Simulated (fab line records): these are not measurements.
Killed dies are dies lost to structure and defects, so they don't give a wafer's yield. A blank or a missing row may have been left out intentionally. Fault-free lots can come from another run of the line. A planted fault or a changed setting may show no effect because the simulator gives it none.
Matching of chambers / flow gf180mcu / GF_V3_CMP_04 on cmp-01 has 4 sister chambers
The step polishes SiO2. 4 wafers are shown with their chamber, then 8 later ones without.

== WAFERS, EACH WITH ITS CHAMBER ==
wafer=L530.6; chamber=2; motor_current_A (A)=14.3
wafer=L532.4; chamber=0; motor_current_A (A)=12.9
wafer=L540.5; chamber=3; motor_current_A (A)=14.3
wafer=L544.1; chamber=1; motor_current_A (A)=12.2

== WAFERS WITH NO CHAMBER GIVEN ==
wafer=L544.3; motor_current_A (A)=12.2
wafer=L544.6; motor_current_A (A)=12.4
wafer=L546.1; motor_current_A (A)=12.1
wafer=L546.2; motor_current_A (A)=14.3
wafer=L546.4; motor_current_A (A)=14.7
wafer=L548.3; motor_current_A (A)=12.4
wafer=L548.5; motor_current_A (A)=14.8
wafer=L548.6; motor_current_A (A)=14.0

== WHICH CHAMBER EACH ONE RAN IN ==
wafer=L544.3; from the rows above=1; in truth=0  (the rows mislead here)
wafer=L544.6; from the rows above=can't be placed: 1 or 0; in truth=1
wafer=L546.1; from the rows above=1; in truth=1
wafer=L546.2; from the rows above=can't be placed: 2 or 3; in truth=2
wafer=L546.4; from the rows above=can't be placed: 2 or 3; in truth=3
wafer=L548.3; from the rows above=can't be placed: 1 or 0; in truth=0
wafer=L548.5; from the rows above=can't be placed: 2 or 3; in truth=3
wafer=L548.6; from the rows above=can't be placed: 2 or 3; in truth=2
Correct placement for 1 of the 8. Unplaceable from these rows: 6, with the true chamber sitting among the candidates in 6. Wrongly placed: 1.
How it was worked out, from the rows above alone: a wafer's distance from a chamber is the root of the sum, over the readings, of the square of ((its reading less the chamber's mean) divided by the reading's scatter). If the next closest chamber is less than 2 further off than the closest, the wafer can't be placed; otherwise it belongs to the closest. Each chamber's mean is taken over the wafers shown for it. The scatter: root of mean squared gap, hidden wafer to nearest shown wafer, with one shown wafer a chamber.
